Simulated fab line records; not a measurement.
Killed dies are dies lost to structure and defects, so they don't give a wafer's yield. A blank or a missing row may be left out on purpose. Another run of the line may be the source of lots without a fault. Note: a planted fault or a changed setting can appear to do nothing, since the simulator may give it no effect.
Check for tools in common || flow gf180mcu || 42 wafers sampled across 14 lots

## WHY THIS WAS OPENED
Of 14 lots, 2 have the reading SAB_CVD_00_THK flagged at GF_SAB_THK_MEAS_01. Wafers without a fault read 49.9 nm, standard deviation 0.65.
Rule: a lot is flagged in two cases, either no wafer of it has a number, or all its wafers with numbers fall more than 4 standard deviations from that mean. As for the other lots, they are considered sound.

{"lot": "L966", "measured": "day 14 04:57", "on": "film_metro-03", "SAB_CVD_00_THK (nm), wafer by wafer": "49.1 49.4 50.9", "flag": ""}
{"lot": "L967", "measured": "day 14 11:07", "on": "film_metro-01", "SAB_CVD_00_THK (nm), wafer by wafer": "49.8 49.1 49.7", "flag": ""}
{"lot": "L969", "measured": "day 15 07:44", "on": "film_metro-04", "SAB_CVD_00_THK (nm), wafer by wafer": "50.5 50.6 50.6", "flag": ""}
{"lot": "L970", "measured": "day 15 18:13", "on": "film_metro-03", "SAB_CVD_00_THK (nm), wafer by wafer": "99.3 100.1 101.4", "flag": "FLAGGED"}
{"lot": "L974", "measured": "day 17 02:44", "on": "film_metro-04", "SAB_CVD_00_THK (nm), wafer by wafer": "49.5 51.6 50.6", "flag": ""}
{"lot": "L976", "measured": "day 17 17:29", "on": "film_metro-01", "SAB_CVD_00_THK (nm), wafer by wafer": "97.9 100.3 101.4", "flag": "FLAGGED"}
{"lot": "L977", "measured": "day 18 04:26", "on": "film_metro-03", "SAB_CVD_00_THK (nm), wafer by wafer": "50.4 50.4 50.8", "flag": ""}
{"lot": "L982", "measured": "day 19 20:56", "on": "film_metro-03", "SAB_CVD_00_THK (nm), wafer by wafer": "50.1 50.1 51.2", "flag": ""}
{"lot": "L984", "measured": "day 20 17:16", "on": "film_metro-04", "SAB_CVD_00_THK (nm), wafer by wafer": "50.6 49.3 50.4", "flag": ""}
{"lot": "L985", "measured": "day 20 20:59", "on": "film_metro-03", "SAB_CVD_00_THK (nm), wafer by wafer": "49.5 50.4 50.2", "flag": ""}
{"lot": "L986", "measured": "day 21 08:19", "on": "film_metro-04", "SAB_CVD_00_THK (nm), wafer by wafer": "49.2 50.6 50.3", "flag": ""}
{"lot": "L987", "measured": "day 21 18:25", "on": "film_metro-01", "SAB_CVD_00_THK (nm), wafer by wafer": "49.5 49.6 49.8", "flag": ""}
{"lot": "L988", "measured": "day 22 00:27", "on": "film_metro-04", "SAB_CVD_00_THK (nm), wafer by wafer": "48.8 48.8 50.0", "flag": ""}
{"lot": "L989", "measured": "day 22 10:35", "on": "film_metro-01", "SAB_CVD_00_THK (nm), wafer by wafer": "49.1 49.0 49.9", "flag": ""}
On average the flagged lots' numbers are 100.1 nm, which is +50.2 nm against the usual, or +77 standard deviations.

## TOOL THAT RAN EACH LOT
The record keeps 1 process step preceding the reading, out of 602 steps on the route. Read each cell as the tool, then ch plus the chambers that the sampled wafers visited, then the start.
{"lot": "L966", "flag": "", "GF_SAB_CVD_00": "pecvd-03 ch 0,1,2, day 14 04:55"}
{"lot": "L967", "flag": "", "GF_SAB_CVD_00": "pecvd-01 ch 0,1, day 14 11:06"}
{"lot": "L969", "flag": "", "GF_SAB_CVD_00": "pecvd-01 ch 0,1,2, day 15 07:42"}
{"lot": "L970", "flag": "FLAGGED", "GF_SAB_CVD_00": "pecvd-03 ch 0,1, day 15 17:59"}
{"lot": "L974", "flag": "", "GF_SAB_CVD_00": "pecvd-01 ch 0,1,2, day 17 02:41"}
{"lot": "L976", "flag": "FLAGGED", "GF_SAB_CVD_00": "pecvd-04 ch 1,2, day 17 17:11"}
{"lot": "L977", "flag": "", "GF_SAB_CVD_00": "pecvd-03 ch 0,1,2, day 18 04:24"}
{"lot": "L982", "flag": "", "GF_SAB_CVD_00": "pecvd-04 ch 0,1,2, day 19 20:53"}
{"lot": "L984", "flag": "", "GF_SAB_CVD_00": "pecvd-04 ch 0,1,2, day 20 17:14"}
{"lot": "L985", "flag": "", "GF_SAB_CVD_00": "pecvd-01 ch 0,1, day 20 20:56"}
{"lot": "L986", "flag": "", "GF_SAB_CVD_00": "pecvd-04 ch 0,1, day 21 08:17"}
{"lot": "L987", "flag": "", "GF_SAB_CVD_00": "pecvd-03 ch 1,2, day 21 18:23"}
{"lot": "L988", "flag": "", "GF_SAB_CVD_00": "pecvd-01 ch 0,1,2, day 22 00:26"}
{"lot": "L989", "flag": "", "GF_SAB_CVD_00": "pecvd-03 ch 0,1,2, day 22 10:35"}
What these steps do:
- GF_SAB_CVD_00: deposits SiO2 from TEOS, target thk 50 nm, time 4.9302 s.
- GF_SAB_THK_MEAS_01

## FLAGGED OVER TOTAL, TOOL BY TOOL (the gauges that took the reading come last)
{"step": "GF_SAB_CVD_00", "tool": "pecvd-01", "lots run": 5, "flagged": 0, "share of the flagged lots": "none", "sound lots run after its first flagged lot": "-"}
{"step": "GF_SAB_CVD_00", "tool": "pecvd-03", "lots run": 5, "flagged": 1, "share of the flagged lots": "some", "sound lots run after its first flagged lot": "3 (L977,L987,L989)"}
{"step": "GF_SAB_CVD_00", "tool": "pecvd-04", "lots run": 4, "flagged": 1, "share of the flagged lots": "some", "sound lots run after its first flagged lot": "3 (L982,L984,L986)"}
{"step": "GF_SAB_THK_MEAS_01", "tool": "film_metro-01", "lots run": 4, "flagged": 1, "share of the flagged lots": "some", "sound lots run after its first flagged lot": "2 (L987,L989)"}
{"step": "GF_SAB_THK_MEAS_01", "tool": "film_metro-03", "lots run": 5, "flagged": 1, "share of the flagged lots": "some", "sound lots run after its first flagged lot": "3 (L977,L982,L985)"}
{"step": "GF_SAB_THK_MEAS_01", "tool": "film_metro-04", "lots run": 5, "flagged": 0, "share of the flagged lots": "none", "sound lots run after its first flagged lot": "-"}

## WHAT IS ALLOWED BY THE TABLE
No row of the table ran every flagged lot.

## WHAT THE SIMULATOR HAD PUT IN
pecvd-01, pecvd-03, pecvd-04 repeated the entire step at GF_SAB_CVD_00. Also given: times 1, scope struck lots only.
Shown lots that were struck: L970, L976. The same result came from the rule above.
